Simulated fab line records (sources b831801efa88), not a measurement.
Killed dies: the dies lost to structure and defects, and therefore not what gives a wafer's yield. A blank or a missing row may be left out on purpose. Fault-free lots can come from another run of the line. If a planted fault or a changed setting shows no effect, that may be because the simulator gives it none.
Code-filled problem report in 8D (eight disciplines) form    flow sky130    the parts of the form that need people (team, actions taken, sign-off) are left out

1. WHAT WENT WRONG
A mean of 365.8 nm is read at SKY_LDD_P_CD_MEAS_07 for cd-nm, taken on 1 wafer of 1 lot, against 379.6 nm (standard deviation 2.3) on wafers free of any fault. That puts it -6.0 standard deviations away from the usual mean.
The step: target cd 380 nm.
The first sign was on wafer L658.2 at day 26 01:02, on cd-sem-02. Wafers with a number at this step in the record: 33, from 11 lots. Rule for "out" (also "out of limits"): further than 4 standard deviations from the usual mean. Any other wafer with a number is counted as sound.

2. WHAT IT IS, WHAT IT ISN'T
question                     is                 is not
which readings at this step  cd-nm              -
which lots                   L658               L640, L642, L644, L646, L647, L648, L650, L651, L661, L662
which wafers of those lots   L658.2             L658.1, L658.4
read on which gauges         cd-sem-02          cd-sem-01
when                         from day 26 01:02  up to then (26 sound wafers); but 6 sound wafers of L661, L662 came after

3. WHAT RULES OUT EACH SUSPECT
Counting: a tool at a process step up to the reading stays a suspect if it ran every lot that is out. Sound lots after the first of them don't rule it out here, since some wafers of a struck lot are sound.
- the gauge at SKY_LDD_P_CD_MEAS_07: ruled out. All the wafers that are out were read on cd-sem-02, but those of them that SKY_LDD_P_STRIP_10 has rows for are out there too, on other tools.
- plasma-asher-03 at SKY_SONOS_ONO_STRIP_17 (strips in O2/N2): kept. It ran the lot that is out, L658 (day 19 01:37); its last sound lot up to then is L651 (day 16 04:41).
- litho-track-04 at SKY_LDD_P_COAT_02 (resist thk 1140 nm): kept. It ran the lot that is out, L658 (day 25 10:08); its last sound lot up to then is L651 (day 22 06:32).
Remaining after the count are plasma-asher-03 at SKY_SONOS_ONO_STRIP_17 and litho-track-04 at SKY_LDD_P_COAT_02.

4. THE CAUSE (what the simulator had put in)
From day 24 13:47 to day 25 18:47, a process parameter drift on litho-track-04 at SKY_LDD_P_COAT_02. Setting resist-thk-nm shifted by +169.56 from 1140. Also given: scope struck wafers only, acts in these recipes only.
Of the 2 suspects that counting leaves, this tool is one.

5. SEQUENCE OF EFFECTS, ordered by route
Each row: a reading where the mean over the struck wafers with a number is more than 3 standard deviations away from the usual. Only readings whose record carries a usual standard deviation are examined. hours: median over the lots of the time between each lot's start at the first step of this table that gives one and its start at this step. sigmas: the change, counted in usual standard deviations.
hours  step                  reading                   usual     on struck wafers  change  sigmas
0      SKY_LDD_P_CD_MEAS_07  cd-nm                     379.6 nm  365.8             -13.8   -6.0
0      SKY_LDD_P_STRIP_10    strip-time-to-endpoint-s  14.19 s   16.01             +1.82   +40
Its process steps:
- SKY_LDD_P_STRIP_10: strips in O2/N2.

6. WHAT WOULD HAVE CAUGHT IT SOONER
35 hours passed between the start of the fault at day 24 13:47 and the first reading out of limits at a measuring or inspecting step in this record, taken at day 26 01:02.
An alarm limit of 4 standard deviations would not have fired on the tool readings at SKY_LDD_P_COAT_02 for which the record gives a usual standard deviation, since none of them was out on any struck wafer.
Lots out: 1; all had begun SKY_LDD_P_COAT_02 on litho-track-04 by day 26 01:02. Tool hold at that time: it would have spared none of them.
